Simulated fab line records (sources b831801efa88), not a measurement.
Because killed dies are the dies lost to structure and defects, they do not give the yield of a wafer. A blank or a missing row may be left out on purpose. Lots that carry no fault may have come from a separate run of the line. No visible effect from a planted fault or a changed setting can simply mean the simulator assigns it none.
Comparing a struck lot with a sound one | flow sky130 | 15 out of 708 route steps
Sound: these wafers, L629.1, L629.2, L629.3. Struck: wafers L634.2, L634.4, L634.5. Last of all comes the cause.
Order at every step that has rows: each side's tool, ch and its chambers, its first start. Under that, the readings that differ: sound wafers | struck wafers | difference of the means | sigmas: that difference in standard deviations of wafers without a fault.
alike: same words and numbers on both sides, and readings whose means sit less than 2 such deviations apart. not compared: any withheld reading, any reading some wafer has no value for, any bound like >300 that may hide the same value, and any number with overlapping values for which the record gives no deviation.
Wherever a step has rows on one side only, a row that says differs or no value, or a row with sigmas, the two part there. When numbers do not overlap yet have no deviation, they are printed without sigmas and do not part them. A reading missing from all wafers of one side parts the sides only when that side holds two or more wafers.

first, 3 steps without rows for these wafers: SKY_SD_P_EXPOSE_04 (exposes mask PSDM, target cd 380 nm); SKY_SD_P_PEB_05; SKY_SD_P_DEVELOP_06 (develop time 60 s).
SKY_SD_P_CD_MEAS_07: the cd target is 380 nm.
  sound on cd-sem-01, day 26 15:37; struck on cd-sem-01, day 28 13:28
  alike: cd-nm
SKY_SD_P_OVL_MEAS_08:
  sound on overlay-01, day 26 15:44; struck on overlay-01, day 28 13:34
  alike: SD_P_OVL
then, 1 step without rows for these wafers: SKY_SD_P_IMPLANT_09.
SKY_SD_P_STRIP_10: strips in O2/N2.
  sound on plasma-asher-04 ch 0,1, day 26 15:55; struck on plasma-asher-04 ch 0,1, day 28 13:45
  alike: drypump-motor-current-A, oes-product-au, strip-time-to-endpoint-s
  not compared: rf-hours-counter-h
SKY_SD_P_TW_MEAS_11:
  sound on film-metro-01, day 26 16:01; struck on film-metro-03, day 28 13:52
  alike: SD_P_TW
then, 4 steps without rows for these wafers: SKY_RES_XHIGH_DEHYDRATE_00 (time 60 s); SKY_RES_XHIGH_HMDS_01 (prime time 60 s); SKY_RES_XHIGH_COAT_02 (resist thk 1140 nm); SKY_RES_XHIGH_SOFTBAKE_03 (time 60 s).
SKY_RES_XHIGH_EXPOSE_04: exposes mask URPM, target cd 1270 nm.
  sound on iline-stepper-02 ch 0, day 27 07:01; struck on iline-stepper-01 ch 0, day 29 03:29
  reading                           | sound                   | struck               | difference | sigmas
  model.RES_XHIGH.overlay-x-nm (nm) | -0.6592 -0.6592 -0.6592 | -95.05 -95.05 -95.05 | -94.39     |
  alike: mask, reticle-temp-C
then, 1 step without rows for these wafers: SKY_RES_XHIGH_PEB_05.
-- record jumps: 19 days separate the struck wafers' starts on either side; left off in module RES_XHIGH, taken up again in module PAD_OPEN, whose first shown step is the route's number 708 --
SKY_PAD_OPEN_PROBE_99:
  sound on prober-01, day 46 17:23; struck on prober-02, day 48 00:25
  alike: killed_at_M0_to_M3, killed_at_M4_up, killed-at-contacts, killed-at-front-end, killed-at-other, killed-dies, killed-open, killed-short

== WHERE THEY PART ==
Nowhere in this record.

WHY: the cause the simulator had injected
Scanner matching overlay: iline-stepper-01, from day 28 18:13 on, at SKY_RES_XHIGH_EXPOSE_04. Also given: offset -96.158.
